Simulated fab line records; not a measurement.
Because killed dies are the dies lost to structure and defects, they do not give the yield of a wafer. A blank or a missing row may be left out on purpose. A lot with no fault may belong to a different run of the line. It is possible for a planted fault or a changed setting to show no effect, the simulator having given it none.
A struck lot beside a sound one / flow sky130 / 16 steps out of a route of 708
Sound: these wafers, L845.1, L845.4, L845.5. Struck: wafers L855.2, L855.5. (L855.3 of the same lot was not struck and is left out.) The cause comes at the end.
Order at every step that has rows: each side's tool, ch and its chambers, its first start. Under that, the readings that differ: sound wafers / struck wafers / difference of the means / sigmas: that difference in standard deviations of wafers without a fault.
alike: readings with means less than 2 such deviations apart, plus words and numbers identical on both sides. not compared: withheld readings, readings lacking a value on some wafer, bounds such as >300 that could conceal the same value, and numbers that have no deviation in the record and whose values overlap.
Wherever a step has rows on one side only, a row that says differs or no value, or a row with sigmas, the two part there. When numbers do not overlap yet have no deviation, they are printed without sigmas and do not part them. A reading that every wafer of one side lacks parts them only if that side has two wafers or more.

SKY_SD_N_OVL_MEAS_08:
  sound on overlay-02, day 30 04:15; struck on overlay-02, day 33 13:04
  alike: SD_N_OVL
then, 2 steps without rows for these wafers: SKY_SD_N_IMPLANT_09; SKY_SD_N_IMPLANT_10.
SKY_SD_N_STRIP_11: strips in O2/N2.
  sound on plasma-asher-02 ch 1, day 30 04:35; struck on plasma-asher-04 ch 0,1, day 33 13:23
  alike: drypump-motor-current-A, oes-product-au, strip-time-to-endpoint-s
  not compared: rf-hours-counter-h
SKY_SD_N_TW_MEAS_12:
  sound on film-metro-04, day 30 04:41; struck on film-metro-03, day 33 13:30
  alike: SD_N_TW
then, 1 step without rows for these wafers: SKY_SD_N_CLEAN_13 (cleans in SC1/SC2, time 150 s).
SKY_SD_N_RTA_14: time 2 s.
  sound on rtp-anneal-01 ch 0, day 30 04:48; struck on rtp-anneal-01 ch 0, day 33 13:37
  alike: anneal-temp-c-max, lamp-power-pct, ramp-up-c-per-s, wafer_temp_C_max
SKY_SD_N_RS_MEAS_16: measurement is done with a four-point probe.
  sound on film-metro-03, day 30 04:58; struck on film-metro-03, day 33 13:48
  alike: SD_N_RS
SKY_SD_N_RS_MEAS_17: measurement is done with a four-point probe.
  sound on film-metro-03, day 30 05:05; struck on film-metro-03, day 33 13:55
  alike: SD_P_RS
SKY_SD_N_RS_MEAS_18: measurement is done with a four-point probe.
  sound on film-metro-03, day 30 05:13; struck on film-metro-03, day 33 14:02
  alike: RES_XHIGH_RS
then, 1 step without rows for these wafers: SKY_SALICIDE_CLEAN_00 (cleans in HF-last, time 30 s).
SKY_LI_CONTACT_HDPCVD_00: deposits PSG, target thk 930 nm, time 155 s.
  sound on hdpcvd-02 ch 1,2, day 30 05:21; struck on hdpcvd-02 ch 1, day 33 14:10
reading=sih4-flow-sccm (sccm); sound=59.83 59.97 60.05; struck=47.75 47.83; difference=-12.16; sigmas=-68
reading=model.PSG_of_LI_CONTACT_HDPCVD_00.thk-nm (nm); sound=941.4 939.2 941.2; struck=752.8 749; difference=-189.7; sigmas=
  alike: pressure-mtorr, susceptor-temp-C
SKY_LI_CONTACT_THK_MEAS_01:
  sound on film-metro-03, day 30 05:27; struck on film-metro-02, day 33 14:16
reading=LI_CONTACT_HDPCVD_THK (nm); sound=943 938 942; struck=753 749; difference=-190; sigmas=-21
SKY_LI_CONTACT_CMP_02: polishes PSG.
  sound on cmp-01 ch 0,3, day 30 05:31; struck on cmp-01 ch 2,3, day 33 14:19
reading=time-to-endpoint-s (s); sound=32.8 35.2 34.0; struck=13.9 12.8; difference=-20.6; sigmas=-8
  alike: motor-current-A
SKY_LI_CONTACT_BOW_MEAS_03:
  sound on film-metro-03, day 30 05:49; struck on film-metro-02, day 33 14:38
  alike: LI_CONTACT_BOW
-- here the record skips 16 days between the struck wafers' starts before and after, leaving off in module LI_CONTACT and picking up in module PAD_OPEN (first step shown: number 708 of the route) --
SKY_PAD_OPEN_PROBE_99:
  only the struck wafers here have rows in the record (prober-02, day 50 01:35); the sound ones have none

## WHERE THEY PART
First at SKY_LI_CONTACT_HDPCVD_00; last, within this record, at SKY_PAD_OPEN_PROBE_99.

WHY: what the simulator had put in
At SKY_LI_CONTACT_HDPCVD_00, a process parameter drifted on hdpcvd-02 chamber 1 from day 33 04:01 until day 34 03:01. Setting sih4-flow-sccm, moved by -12, from 60. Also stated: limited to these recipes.
